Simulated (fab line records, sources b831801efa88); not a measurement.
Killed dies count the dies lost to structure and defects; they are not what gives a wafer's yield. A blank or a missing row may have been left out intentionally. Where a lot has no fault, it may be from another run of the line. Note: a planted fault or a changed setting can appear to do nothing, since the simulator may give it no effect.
Comparing a struck lot with a sound one ; flow sky130 ; 22 out of 708 route steps
Sound: the wafers L528.2, L528.5, L528.6. Wafers struck: L516.2, L516.5, L516.6. The cause is named last.
Order at every step that has rows: each side's tool, ch and its chambers, its first start. Under that, the readings that differ: sound wafers ; struck wafers ; difference of the means ; sigmas: that difference in standard deviations of wafers without a fault.
alike: same words and numbers on both sides, and readings whose means sit less than 2 such deviations apart. not compared: any withheld reading, any reading some wafer has no value for, any bound like >300 that may hide the same value, and any number with overlapping values for which the record gives no deviation.
Wherever a step has rows on one side only, a row that says differs or no value, or a row with sigmas, the two part there. Numbers that don't overlap but have no deviation are shown without sigmas and don't part them. A reading that every wafer of one side lacks parts them only if that side has two wafers or more.

first, 8 steps without rows for these wafers: SKY_DNWELL_DEHYDRATE_00 (time 60 s); SKY_DNWELL_HMDS_01 (prime time 60 s); SKY_DNWELL_COAT_02 (resist thk 3000 nm); SKY_DNWELL_SOFTBAKE_03; SKY_DNWELL_EXPOSE_04 (exposes mask DNM, target cd 3000 nm); SKY_DNWELL_PEB_05; SKY_DNWELL_DEVELOP_06 (develop time 60 s); SKY_DNWELL_IMPLANT_07.
SKY_DNWELL_STRIP_08: strips in O2/N2.
  sound on plasma_asher-03 ch 0,1, day 6 23:36; struck on plasma_asher-04 ch 0,1, day 4 08:19
  alike: chamber_pressure_mTorr, drypump_motor_current_A, oes_product_au, strip_time_to_endpoint_s
  not compared: rf_hours_counter_h
SKY_DNWELL_TW_MEAS_09:
  struck on film_metro-02, day 4 08:26; sound on film_metro-02, day 6 23:43
  alike: DNWELL_TW
then, 2 steps without rows for these wafers: SKY_PWDE_DEHYDRATE_00 (time 60 s); SKY_PWDE_HMDS_01 (prime time 60 s).
SKY_PWDE_COAT_02: resist thk 3000 nm.
  sound on litho_track-02 ch 0, day 7 09:18; struck on litho_track-02 ch 0, day 4 16:12
reading;sound;struck;difference;sigmas
model.coat_of_PWDE_COAT_02.thk_nm (nm);3024 3027 3021;642.6 641.3 642.9;-2381.7;
then, 3 steps without rows for these wafers: SKY_PWDE_SOFTBAKE_03; SKY_PWDE_EXPOSE_04 (exposes mask PWDEM, target cd 840 nm); SKY_PWDE_PEB_05.
SKY_PWDE_DEVELOP_06: develop time 60 s.
  sound: litho_track-04 ch 0; struck: litho_track-01 ch 0
reading;sound;struck;difference;sigmas
model.coat_of_PWDE_COAT_02.thk_nm (nm);3020 3023 3016;638.3 637 638.7;-2381.7;
SKY_PWDE_OVL_MEAS_07:
  struck on overlay-01, day 5 01:19; sound on overlay-01, day 7 19:30
  alike: PWDE_OVL
next, for these wafers, 1 step has no rows: SKY_PWDE_IMPLANT_08.
SKY_PWDE_STRIP_09: strips in O2/N2.
  sound on plasma_asher-02 ch 0,1, day 7 19:41; struck on plasma_asher-02 ch 0,1, day 5 01:29
reading;sound;struck;difference;sigmas
oes_product_au (a.u.);0.716 0.721 0.720;0.608 0.614 0.613;-0.107;-22
strip_time_to_endpoint_s (s);37.18 37.24 37.16;8.94 8.91 8.95;-28.26;-99 or more
  alike: chamber_pressure_mTorr, drypump_motor_current_A
  not compared: rf_hours_counter_h
SKY_PWDE_TW_MEAS_10:
  struck on film_metro-04, day 5 01:36; sound on film_metro-02, day 7 19:47
reading;sound;struck;difference;sigmas
PWDE_TW;366 368 365;375 378 377;+10;+3
-- the record jumps here: 42 days lie between the struck wafers' starts before and after (it left off in module PWDE and takes up again in module PAD_OPEN, whose first step shown is number 708 of the route) --
SKY_PAD_OPEN_PROBE_99:
  struck on prober-01, day 47 07:21; sound on prober-01, day 50 01:23
reading;sound;struck;difference;sigmas
killed_at_front_end;14 13 12;426 412 423;+407;+91
killed_dies;86 96 99;492 492 492;+398;+47
killed_on_rim;19 23 23;96 96 96;+74;+18
  alike: killed_at_M0_to_M3, killed_at_M4_up, killed_at_contacts, killed_at_other, killed_open, killed_short

== WHERE THEY PART ==
At SKY_PWDE_STRIP_09 first; at SKY_PAD_OPEN_PROBE_99 last (within this record only).

WHY: what the simulator had put in
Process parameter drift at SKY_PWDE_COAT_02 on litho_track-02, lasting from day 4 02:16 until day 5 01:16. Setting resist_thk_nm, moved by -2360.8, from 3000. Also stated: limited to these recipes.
